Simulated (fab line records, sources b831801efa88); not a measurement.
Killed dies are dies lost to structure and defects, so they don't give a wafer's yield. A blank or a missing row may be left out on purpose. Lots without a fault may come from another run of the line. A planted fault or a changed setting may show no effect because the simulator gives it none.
Which tool did it? | flow gf180mcu | 12 lots, 36 wafers sampled, at 4 steps of a route of 602

WHAT THE GAUGES READ, wafer by wafer
GF_V5_THK_MEAS_03.
lot  | measured     | on            | V5_CVD_02_THK (nm)
L075 | day 26 12:10 | film_metro-01 | 1443 1474 1458
L077 | day 27 07:24 | film_metro-03 | 1448 1427 1473
L079 | day 28 04:46 | film_metro-03 | 1415 1425 1445
L081 | day 28 19:13 | film_metro-03 | 1442 1473 1477
L083 | day 29 15:55 | film_metro-04 | 1444 1468 1477
L085 | day 29 19:42 | film_metro-01 | 1441 1455 1457
L087 | day 30 10:09 | film_metro-01 | 1426 1430 1459
L089 | day 31 00:36 | film_metro-03 | 1422 1439 1442
L091 | day 31 09:25 | film_metro-04 | 1460 1435 1467
L093 | day 32 00:00 | film_metro-01 | 1428 1417 1450
L096 | day 32 20:48 | film_metro-01 | 1442 1468 1472
L097 | day 32 22:16 | film_metro-01 | 1425 1465 1448

WHICH TOOL RAN EACH LOT (tool, then ch and the chambers of the sampled wafers, then the start)
lot  | GF_MIM_STRIP_20                      | GF_M5_METAL_ETCH_10               | GF_M5_STRIP_11
L075 | plasma_asher-04 ch 0,1, day 25 13:52 | rie_metal-02 ch 0,1, day 26 11:20 | plasma_asher-04 ch 0,1, day 26 11:26
L077 | plasma_asher-01 ch 0,1, day 26 10:07 | rie_metal-04 ch 0, day 27 06:32   | plasma_asher-02 ch 0,1, day 27 06:39
L079 | plasma_asher-01 ch 0,1, day 27 07:13 | rie_metal-02 ch 0, day 28 03:50   | plasma_asher-02 ch 0,1, day 28 04:01
L081 | plasma_asher-02 ch 0,1, day 27 22:27 | rie_metal-03 ch 0,1, day 28 18:20 | plasma_asher-02 ch 0,1, day 28 18:26
L083 | plasma_asher-02 ch 0,1, day 28 19:19 | rie_metal-03 ch 0,1, day 29 15:02 | plasma_asher-04 ch 0,1, day 29 15:09
L085 | plasma_asher-01 ch 0,1, day 28 23:41 | rie_metal-03 ch 0,1, day 29 18:51 | plasma_asher-03 ch 0,1, day 29 18:58
L087 | plasma_asher-04 ch 0,1, day 29 14:04 | rie_metal-03 ch 0,1, day 30 09:13 | plasma_asher-02 ch 0,1, day 30 09:20
L089 | plasma_asher-02 ch 0,1, day 30 04:48 | rie_metal-03 ch 0,1, day 30 23:44 | plasma_asher-04 ch 0, day 30 23:50
L091 | plasma_asher-01 ch 0,1, day 30 13:41 | rie_metal-02 ch 1, day 31 08:32   | plasma_asher-04 ch 0,1, day 31 08:38
L093 | plasma_asher-02 ch 0,1, day 31 05:20 | rie_metal-02 ch 0,1, day 31 23:08 | plasma_asher-03 ch 0,1, day 31 23:15
L096 | plasma_asher-01 ch 0,1, day 32 02:43 | rie_metal-03 ch 1, day 32 19:56   | plasma_asher-04 ch 0, day 32 20:02
L097 | plasma_asher-01 ch 0,1, day 32 05:01 | rie_metal-04 ch 0,1, day 32 21:26 | plasma_asher-04 ch 0,1, day 32 21:32
- GF_MIM_STRIP_20: strips in O2/N2.
- GF_M5_METAL_ETCH_10: etches the open film in Cl2/BCl3, stops on SiO2, target depth 627.5 nm, time 104.6 s.
- GF_M5_STRIP_11: strips in O2/N2.

THE ANSWER, worked out from the rows above alone
Rule: what is usual is taken from the lots themselves. Put in order of their means at a reading, lots are off if they are a third of the lots or fewer, leave a main group of 4 or more, and stand apart from it by a gap of 3 or more times the standard deviation of the main group's means; of several such gaps the widest counts. A main group whose means are all the same, to the digits that the tables above print for the reading, isn't used. A lot without any number at a reading at which 4 lots or more have one is off too. The other lots that the step has rows for count as sound.
No lot is off at any reading shown: from this, nothing can be told.

WHAT THE SIMULATOR HAD PUT IN
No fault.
